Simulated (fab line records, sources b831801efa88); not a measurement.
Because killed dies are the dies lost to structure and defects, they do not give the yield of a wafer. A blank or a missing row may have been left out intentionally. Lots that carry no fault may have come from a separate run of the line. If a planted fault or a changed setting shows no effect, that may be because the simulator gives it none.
8D (eight disciplines) problem report, filled in by code / flow sky130 / the parts of the form that need people (team, actions taken, sign-off) are left out

1. THE ISSUE
Wafers free of any fault read 1191 nm (standard deviation 14) for METAL5_ALCU_THK at SKY_METAL5_THK_MEAS_06, against a mean of 1264 nm on 6 wafers of 2 lots. Measured from the usual mean, that is +5.2 standard deviations.
The step: measures by xrf.
The first sign was on wafer L900.3 at day 47 21:10, on filmMetro-04. Wafers with a number at this step in the record: 33, from 11 lots. By rule, "out" or "out of limits" means more than 4 standard deviations away from the usual mean. The other wafers with a number count as sound.

2. WHAT IT IS, WHAT IT ISN'T
question=which readings at this step; is=METAL5_ALCU_THK; is not=-
question=which lots; is=L900, L901; is not=L882, L883, L884, L886, L888, L889, L890, L891, L896
question=which wafers of those lots; is=all that have a number; is not=-
question=read on which gauges; is=filmMetro-03, filmMetro-04; is not=filmMetro-02
question=when; is=from day 47 21:10; is not=up to then (27 sound wafers)

3. THE SUSPECTS, EACH WITH WHAT RULES IT OUT
Counting: any tool at a process step up to the reading is kept as a suspect provided that every lot that is out went through it and no sound lot did after the first of them.
- the gauge at SKY_METAL5_THK_MEAS_06: ruled out. The wafers that are out were read on 2 gauges (filmMetro-03, filmMetro-04).
- pvdSputter-03 at SKY_METAL5_SPUTTER_03 (material Ti, target thk 5 nm, time 3.3 s): kept. All lots that are out passed through it, beginning with L900 at day 47 20:57, and no sound lot followed; its final sound lot before that point was L889 at day 44 23:59.
- pvdSputter-03 at SKY_METAL5_SPUTTER_04 (material TiN, target thk 70 nm, time 58.3 s): kept. All lots that are out passed through it, beginning with L900 at day 47 20:58, and no sound lot followed; its final sound lot before that point was L889 at day 45 00:01.
Left after counting: pvdSputter-03 at SKY_METAL5_SPUTTER_03, pvdSputter-03 at SKY_METAL5_SPUTTER_04.

4. THE CAUSE (what the simulator had put in)
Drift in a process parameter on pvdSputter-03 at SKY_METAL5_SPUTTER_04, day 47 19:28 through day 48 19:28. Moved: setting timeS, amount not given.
2 suspects survive the count, and this tool is in that group.

5. THE EFFECT CHAIN, in route order
Rows list readings where the struck wafers' mean (over those with a number) sits beyond 3 standard deviations from the usual. Only readings for which the record gives a usual standard deviation are gone through. hours: the time from each lot's start at the first step in this table that gives one to its start at this step, as a median over the lots. sigmas: the change in usual standard deviations.
hours=0; step=SKY_METAL5_THK_MEAS_06; reading=METAL5_ALCU_THK; usual=1191 nm; on struck wafers=1264; change=+73; sigmas=+5.2

6. HOW IT WOULD HAVE BEEN CAUGHT EARLIER
2 hours passed between the start of the fault at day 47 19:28 and the first reading out of limits at a measuring or inspecting step in this record, taken at day 47 21:10.
Tool readings at SKY_METAL5_SPUTTER_04 with a usual standard deviation given in the record: none out on any struck wafer, hence no alarm at a limit of 4 standard deviations on them.
Of the lots that are out (2), L901 began SKY_METAL5_SPUTTER_04 on pvdSputter-03 after day 47 21:10. Putting the tool on hold at that point would have spared it.
